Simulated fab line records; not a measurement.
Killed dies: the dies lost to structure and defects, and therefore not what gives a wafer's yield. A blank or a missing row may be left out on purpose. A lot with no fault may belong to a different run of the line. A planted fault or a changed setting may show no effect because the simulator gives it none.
8D (eight disciplines) problem report, filled in by code    flow gf180mcu    the parts of the form that need people (team, actions taken, sign-off) are left out

1. WHAT WENT WRONG
Wafers free of any fault read 0.385 ohm/sq (standard deviation 0.0048) for CONTACT_W_RS at GF_CONTACT_RS_MEAS_25, against a mean of 0.265 ohm/sq on 4 wafers of 2 lots. That puts it -25 standard deviations away from the usual mean.
The step: measures by four-point-probe.
The first sign was on wafer L618.4 at day 19 21:30, on film-metro-02. The record holds 36 wafers of 12 lots with a number at this step. Rule for "out", or "out of limits": more than 4 standard deviations from the usual mean. Any other wafer with a number is counted as sound.

2. WHAT THIS IS AND IS NOT
question                     is                              is not
which readings at this step  CONTACT_W_RS                    -
which lots                   L618, L619                      L609, L613, L615, L616, L617, L627, L628, L629, L630, L631
which wafers of those lots   L618.4, L618.6, L619.3, L619.4  L618.5, L619.1
read on which gauges         film-metro-01, film-metro-02    film-metro-03
when                         from day 19 21:30               up to then (16 sound wafers); but 16 sound wafers of L619, L627, L628, L629, L630, L631 came after

3. WHAT RULES OUT EACH SUSPECT
Counting: any tool at a process step up to the reading remains a suspect provided it ran every lot that is out. Sound lots after the first of them don't rule it out here, since some wafers of a struck lot are sound.
- ruled out: the gauge at GF_CONTACT_RS_MEAS_25. 2 gauges (film-metro-01, film-metro-02) read the wafers that are out.
- cvd-w-01 at GF_CONTACT_CVD_24 (deposits W, target thk 300 nm, time 90.339 s): kept. Ran every lot that is out, first one L618 (day 19 21:22); last sound lot up to then L617 (day 19 15:47).
Remaining after the count: cvd-w-01 at GF_CONTACT_CVD_24.

4. THE CAUSE (what the simulator had put in)
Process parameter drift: cvd-w-01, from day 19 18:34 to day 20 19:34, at GF_CONTACT_CVD_24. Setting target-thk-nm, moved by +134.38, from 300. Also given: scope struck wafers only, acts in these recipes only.
The count eliminated every tool but this one.

5. SEQUENCE OF EFFECTS, ordered by route
One row per reading whose mean, taken over the struck wafers that have a number, lies over 3 standard deviations from the usual. Only readings for which the record gives a usual standard deviation are gone through. hours: the time from each lot's start at the first step in this table that gives one to its start at this step, as a median over the lots. sigmas: the change in usual standard deviations.
hours  step                    reading             usual         on struck wafers  change  sigmas
0      GF_CONTACT_RS_MEAS_25   CONTACT_W_RS        0.385 ohm/sq  0.265             -0.120  -25
0      GF_CONTACT_THK_MEAS_26  CONTACT_W_THK       301 nm        436               +135    +34
0      GF_CONTACT_CMP_27       time-to-endpoint-s  71.5 s        103.5             +32.0   +12
Here are the process steps it includes:
- GF_CONTACT_CMP_27: polishes, stops on SiO2, t overpolish 15 s, target thk 0 nm.

6. HOW IT WOULD HAVE BEEN CAUGHT EARLIER
Counted from the fault's start at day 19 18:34, it took 3 hours until the first out-of-limits reading at a measuring or inspecting step in this record, taken at day 19 21:30.
Tool readings at GF_CONTACT_CVD_24 with a usual standard deviation given in the record: none out on any struck wafer, hence no alarm at a limit of 4 standard deviations on them.
Of the lots that are out (2), L619 began GF_CONTACT_CVD_24 on cvd-w-01 after day 19 21:30. It would have been spared by a hold on the tool at that moment.
